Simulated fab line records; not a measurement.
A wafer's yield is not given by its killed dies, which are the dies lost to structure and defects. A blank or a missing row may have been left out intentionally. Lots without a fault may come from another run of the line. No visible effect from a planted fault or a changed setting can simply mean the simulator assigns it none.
Which of the tools did it? || flow gf180mcu || Sampling: 13 lots, 38 wafers, 6 of 602 route steps

== WHAT THE GAUGES SHOWED, per wafer ==
GF_PSD_RS_MEAS_14: the measuring method here is four-point-probe. Usual: NSD_RS typically reads 46.16 ohm/sq, with standard deviation 0.091.
{"lot": "L662", "measured": "day 14 18:19", "on": "film-metro-02", "NSD_RS (ohm/sq)": "46.17 46.04 46.15", "flag": ""}
{"lot": "L663", "measured": "day 15 06:06", "on": "film-metro-04", "NSD_RS (ohm/sq)": "46.15 46.05 46.12", "flag": ""}
{"lot": "L667", "measured": "day 15 18:45", "on": "film-metro-04", "NSD_RS (ohm/sq)": "46.20 46.21 46.16", "flag": ""}
{"lot": "L666", "measured": "day 15 22:48", "on": "film-metro-02", "NSD_RS (ohm/sq)": "46.20 46.28 46.16", "flag": ""}
{"lot": "L670", "measured": "day 17 00:34", "on": "film-metro-01", "NSD_RS (ohm/sq)": "46.26 47.22 47.30 46.41 47.20 47.26", "flag": "OFF"}
{"lot": "L672", "measured": "day 17 20:06", "on": "film-metro-01", "NSD_RS (ohm/sq)": "46.22 47.21 46.22 47.19", "flag": "OFF"}
{"lot": "L678", "measured": "day 19 21:08", "on": "film-metro-02", "NSD_RS (ohm/sq)": "46.00 46.19 46.18", "flag": ""}
{"lot": "L679", "measured": "day 20 09:02", "on": "film-metro-02", "NSD_RS (ohm/sq)": "46.13 46.19 46.19", "flag": ""}
{"lot": "L681", "measured": "day 21 00:46", "on": "film-metro-02", "NSD_RS (ohm/sq)": "46.05 46.21 46.03", "flag": ""}
{"lot": "L682", "measured": "day 21 07:29", "on": "film-metro-04", "NSD_RS (ohm/sq)": "45.98 46.07 46.05", "flag": ""}
{"lot": "L683", "measured": "day 21 17:20", "on": "film-metro-01", "NSD_RS (ohm/sq)": "46.12 46.22 46.09", "flag": ""}
{"lot": "L684", "measured": "day 21 21:48", "on": "film-metro-01", "NSD_RS (ohm/sq)": "46.27 46.28 46.28", "flag": ""}
{"lot": "L685", "measured": "day 22 06:18", "on": "film-metro-01", "NSD_RS (ohm/sq)": "46.27 46.19 46.15", "flag": ""}

GF_PSD_RS_MEAS_15: the measuring method here is four-point-probe. Usual: PSD_RS typically reads 108.59 ohm/sq, with standard deviation 0.29.
{"lot": "L662", "measured": "day 14 18:26", "on": "film-metro-02", "PSD_RS (ohm/sq)": "108.66 108.23 108.87", "flag": ""}
{"lot": "L663", "measured": "day 15 06:13", "on": "film-metro-04", "PSD_RS (ohm/sq)": "108.52 108.26 108.65", "flag": ""}
{"lot": "L667", "measured": "day 15 18:52", "on": "film-metro-04", "PSD_RS (ohm/sq)": "108.91 108.74 108.80", "flag": ""}
{"lot": "L666", "measured": "day 15 22:55", "on": "film-metro-02", "PSD_RS (ohm/sq)": "108.45 108.74 108.79", "flag": ""}
{"lot": "L670", "measured": "day 17 05:49", "on": "film-metro-01", "PSD_RS (ohm/sq)": "108.96 111.74 111.41 108.90 111.67 111.57", "flag": "OFF"}
{"lot": "L672", "measured": "day 17 22:43", "on": "film-metro-01", "PSD_RS (ohm/sq)": "108.81 111.75 108.86 111.70", "flag": "OFF"}
{"lot": "L678", "measured": "day 19 21:16", "on": "film-metro-02", "PSD_RS (ohm/sq)": "108.35 108.49 108.44", "flag": ""}
{"lot": "L679", "measured": "day 20 09:09", "on": "film-metro-02", "PSD_RS (ohm/sq)": "108.87 108.53 108.19", "flag": ""}
{"lot": "L681", "measured": "day 21 00:53", "on": "film-metro-02", "PSD_RS (ohm/sq)": "108.34 108.26 108.26", "flag": ""}
{"lot": "L682", "measured": "day 21 07:36", "on": "film-metro-04", "PSD_RS (ohm/sq)": "108.35 108.35 108.14", "flag": ""}
{"lot": "L683", "measured": "day 21 17:27", "on": "film-metro-01", "PSD_RS (ohm/sq)": "108.40 108.34 108.47", "flag": ""}
{"lot": "L684", "measured": "day 21 21:55", "on": "film-metro-01", "PSD_RS (ohm/sq)": "108.92 109.05 108.81", "flag": ""}
{"lot": "L685", "measured": "day 22 06:25", "on": "film-metro-01", "PSD_RS (ohm/sq)": "108.96 108.78 109.00", "flag": ""}

GF_M2_CD_MEAS_14 targets a cd of 280 nm. Usual: 280.2 nm for cd-nm, sd 1.3.
{"lot": "L662", "measured": "day 19 18:42", "on": "cd-sem-01", "cd-nm (nm)": "280.7 280.1 280.2", "flag": ""}
{"lot": "L663", "measured": "day 20 06:55", "on": "cd-sem-02", "cd-nm (nm)": "281.1 280.8 280.7", "flag": ""}
{"lot": "L667", "measured": "day 20 22:21", "on": "cd-sem-01", "cd-nm (nm)": "279.5 279.5 280.2", "flag": ""}
{"lot": "L666", "measured": "day 21 02:02", "on": "cd-sem-01", "cd-nm (nm)": "278.5 278.1 278.9", "flag": ""}
{"lot": "L670", "measured": "day 22 05:51", "on": "cd-sem-01", "cd-nm (nm)": "282.6 281.5 281.5", "flag": ""}
{"lot": "L672", "measured": "day 23 03:43", "on": "cd-sem-02", "cd-nm (nm)": "281.0 279.4", "flag": ""}
{"lot": "L678", "measured": "day 24 23:44", "on": "cd-sem-01", "cd-nm (nm)": "279.6 280.3 278.9", "flag": ""}
{"lot": "L679", "measured": "day 25 10:52", "on": "cd-sem-01", "cd-nm (nm)": "282.0 281.7 281.1", "flag": ""}
{"lot": "L681", "measured": "day 26 01:02", "on": "cd-sem-02", "cd-nm (nm)": "280.2 279.5 279.7", "flag": ""}
{"lot": "L682", "measured": "day 26 05:56", "on": "cd-sem-02", "cd-nm (nm)": "281.5 283.2 281.5", "flag": ""}
{"lot": "L683", "measured": "day 26 14:44", "on": "cd-sem-02", "cd-nm (nm)": "278.8 280.2 279.0", "flag": ""}
{"lot": "L684", "measured": "day 26 19:40", "on": "cd-sem-01", "cd-nm (nm)": "280.8 279.6 279.9", "flag": ""}
{"lot": "L685", "measured": "day 27 01:47", "on": "cd-sem-01", "cd-nm (nm)": "279.2 278.6 277.8", "flag": ""}

GF_M3_THK_MEAS_06: measures by xrf. Usual: M3_ALCU_THK typically reads 442 nm, with standard deviation 5.1.
{"lot": "L662", "measured": "day 20 22:18", "on": "film-metro-01", "M3_ALCU_THK (nm)": "449 447 443", "flag": ""}
{"lot": "L663", "measured": "day 21 10:40", "on": "film-metro-02", "M3_ALCU_THK (nm)": "438 445 441", "flag": ""}
{"lot": "L667", "measured": "day 22 02:16", "on": "film-metro-01", "M3_ALCU_THK (nm)": "444 440 444", "flag": ""}
{"lot": "L666", "measured": "day 22 05:53", "on": "film-metro-01", "M3_ALCU_THK (nm)": "438 441 438", "flag": ""}
{"lot": "L670", "measured": "day 23 08:55", "on": "film-metro-02", "M3_ALCU_THK (nm)": "443 441 443", "flag": ""}
{"lot": "L672", "measured": "day 24 06:03", "on": "film-metro-04", "M3_ALCU_THK (nm)": "448 452", "flag": ""}
{"lot": "L678", "measured": "day 26 00:15", "on": "film-metro-01", "M3_ALCU_THK (nm)": "441 433 443", "flag": ""}
{"lot": "L679", "measured": "day 26 10:58", "on": "film-metro-01", "M3_ALCU_THK (nm)": "439 443 438", "flag": ""}
{"lot": "L681", "measured": "day 27 01:14", "on": "film-metro-04", "M3_ALCU_THK (nm)": "437 435 445", "flag": ""}
{"lot": "L682", "measured": "day 27 05:30", "on": "film-metro-04", "M3_ALCU_THK (nm)": "434 438 437", "flag": ""}
{"lot": "L683", "measured": "day 27 17:54", "on": "film-metro-04", "M3_ALCU_THK (nm)": "441 438 445", "flag": ""}
{"lot": "L684", "measured": "day 27 19:11", "on": "film-metro-04", "M3_ALCU_THK (nm)": "438 434 433", "flag": ""}
{"lot": "L685", "measured": "day 28 00:19", "on": "film-metro-04", "M3_ALCU_THK (nm)": "451 448 445", "flag": ""}

GF_V3_OVL_MEAS_15. Usual: V3_OVL typically reads 2 nm, with standard deviation 5.4.
{"lot": "L662", "measured": "day 22 22:43", "on": "overlay-02", "V3_OVL (nm)": "-6 3 -1", "flag": ""}
{"lot": "L663", "measured": "day 23 11:10", "on": "overlay-02", "V3_OVL (nm)": "3 -1 -7", "flag": ""}
{"lot": "L667", "measured": "day 24 01:01", "on": "overlay-01", "V3_OVL (nm)": "4 7 11", "flag": ""}
{"lot": "L666", "measured": "day 24 05:16", "on": "overlay-01", "V3_OVL (nm)": "8 2 4", "flag": ""}
{"lot": "L670", "measured": "day 25 06:13", "on": "overlay-01", "V3_OVL (nm)": "1 2 0", "flag": ""}
{"lot": "L672", "measured": "day 26 01:19", "on": "overlay-02", "V3_OVL (nm)": "-3 -2", "flag": ""}
{"lot": "L678", "measured": "day 27 17:09", "on": "overlay-01", "V3_OVL (nm)": "-8 2 -6", "flag": ""}
{"lot": "L679", "measured": "day 28 02:34", "on": "overlay-02", "V3_OVL (nm)": "5 12 4", "flag": ""}
{"lot": "L681", "measured": "day 28 17:34", "on": "overlay-02", "V3_OVL (nm)": "-12 2 -2", "flag": ""}
{"lot": "L682", "measured": "day 28 20:46", "on": "overlay-02", "V3_OVL (nm)": "-7 -1 5", "flag": ""}
{"lot": "L683", "measured": "day 29 09:22", "on": "overlay-02", "V3_OVL (nm)": "2 5 -6", "flag": ""}
{"lot": "L684", "measured": "day 29 11:58", "on": "overlay-01", "V3_OVL (nm)": "0 -7 3", "flag": ""}
{"lot": "L685", "measured": "day 29 16:09", "on": "overlay-01", "V3_OVL (nm)": "3 11 3", "flag": ""}

== EACH LOT AND THE TOOL THAT RAN IT (in order: tool; ch and the chambers of the sampled wafers; start) ==
{"lot": "L662", "GF_PSD_RTA_13": "rtp-anneal-02 ch 0, day 14 18:13"}
{"lot": "L663", "GF_PSD_RTA_13": "rtp-anneal-01 ch 0, day 15 06:01"}
{"lot": "L667", "GF_PSD_RTA_13": "rtp-anneal-01 ch 0, day 15 18:40"}
{"lot": "L666", "GF_PSD_RTA_13": "rtp-anneal-02 ch 0, day 15 22:43"}
{"lot": "L670", "GF_PSD_RTA_13": "rtp-anneal-02 ch 0, day 17 00:29"}
{"lot": "L672", "GF_PSD_RTA_13": "rtp-anneal-02 ch 0, day 17 20:01"}
{"lot": "L678", "GF_PSD_RTA_13": "rtp-anneal-01 ch 0, day 19 21:03"}
{"lot": "L679", "GF_PSD_RTA_13": "rtp-anneal-02 ch 0, day 20 08:56"}
{"lot": "L681", "GF_PSD_RTA_13": "rtp-anneal-01 ch 0, day 21 00:41"}
{"lot": "L682", "GF_PSD_RTA_13": "rtp-anneal-01 ch 0, day 21 07:24"}
{"lot": "L683", "GF_PSD_RTA_13": "rtp-anneal-02 ch 0, day 21 17:15"}
{"lot": "L684", "GF_PSD_RTA_13": "rtp-anneal-01 ch 0, day 21 21:43"}
{"lot": "L685", "GF_PSD_RTA_13": "rtp-anneal-01 ch 0, day 22 06:13"}
- GF_PSD_RTA_13: time 20 s.

== AS READ BY THE TOOLS THEMSELVES (means over the sampled wafers that have a number; for cases with no such wafer, the mark the record gives instead) ==
GF_PSD_RTA_13. Usual: lamp-power-pct 34.2 %, standard deviation 0.57; run-length-s 48.40 s, standard deviation 0.23; wafer_temp_C_max 1031.3, standard deviation 1.4.
{"lot": "L662", "tool": "rtp-anneal-02", "lamp-power-pct (%)": 33.8, "run-length-s (s)": 48.30, "wafer_temp_C_max": 1031.4, "flag": ""}
{"lot": "L663", "tool": "rtp-anneal-01", "lamp-power-pct (%)": 34.8, "run-length-s (s)": 48.82, "wafer_temp_C_max": 1030.6, "flag": ""}
{"lot": "L667", "tool": "rtp-anneal-01", "lamp-power-pct (%)": 34.9, "run-length-s (s)": 48.56, "wafer_temp_C_max": 1031.7, "flag": ""}
{"lot": "L666", "tool": "rtp-anneal-02", "lamp-power-pct (%)": 33.7, "run-length-s (s)": 48.21, "wafer_temp_C_max": 1032.2, "flag": ""}
{"lot": "L670", "tool": "rtp-anneal-02", "lamp-power-pct (%)": 33.7, "run-length-s (s)": 45.83, "wafer_temp_C_max": 1032.5, "flag": "OFF"}
{"lot": "L672", "tool": "rtp-anneal-02", "lamp-power-pct (%)": 33.7, "run-length-s (s)": 46.42, "wafer_temp_C_max": 1032.4, "flag": "OFF"}
{"lot": "L678", "tool": "rtp-anneal-01", "lamp-power-pct (%)": 34.8, "run-length-s (s)": 48.54, "wafer_temp_C_max": 1030.9, "flag": ""}
{"lot": "L679", "tool": "rtp-anneal-02", "lamp-power-pct (%)": 33.7, "run-length-s (s)": 48.18, "wafer_temp_C_max": 1033.1, "flag": ""}
{"lot": "L681", "tool": "rtp-anneal-01", "lamp-power-pct (%)": 34.8, "run-length-s (s)": 48.66, "wafer_temp_C_max": 1029.5, "flag": ""}
{"lot": "L682", "tool": "rtp-anneal-01", "lamp-power-pct (%)": 34.8, "run-length-s (s)": 48.41, "wafer_temp_C_max": 1030.1, "flag": ""}
{"lot": "L683", "tool": "rtp-anneal-02", "lamp-power-pct (%)": 33.7, "run-length-s (s)": 48.34, "wafer_temp_C_max": 1031.6, "flag": ""}
{"lot": "L684", "tool": "rtp-anneal-01", "lamp-power-pct (%)": 34.9, "run-length-s (s)": 48.42, "wafer_temp_C_max": 1030.6, "flag": ""}
{"lot": "L685", "tool": "rtp-anneal-01", "lamp-power-pct (%)": 34.9, "run-length-s (s)": 48.46, "wafer_temp_C_max": 1029.7, "flag": ""}

== THE ANSWER, worked out from the rows above alone ==
Rule: a lot counts as off when the mean over its wafers that have a number is more than 3 standard deviations away from the usual mean. Also off: a lot with no number at a reading for which 4 or more lots have one. The other lots that the step has rows for count as sound. After the gauges, taken in route order, come the tools' own readings; for these a lot's mean is taken, as printed above. The first step at which some lot is off is used, and at that step the reading that is off furthest; a lot without a number counts as furthest.
Off: at GF_PSD_RS_MEAS_14 (NSD_RS), L670, L672.
If a tool, at a process step before that reading, ran all the lots that are off and no sound lot after the first of them, it fits. The gauges at GF_PSD_RS_MEAS_14 aren't tried: what is off there is off at GF_PSD_RTA_13 too, on other tools, and a gauge's error can't cause that. Of those tried, none fits.

== WHAT THE SIMULATOR HAD PUT IN ==
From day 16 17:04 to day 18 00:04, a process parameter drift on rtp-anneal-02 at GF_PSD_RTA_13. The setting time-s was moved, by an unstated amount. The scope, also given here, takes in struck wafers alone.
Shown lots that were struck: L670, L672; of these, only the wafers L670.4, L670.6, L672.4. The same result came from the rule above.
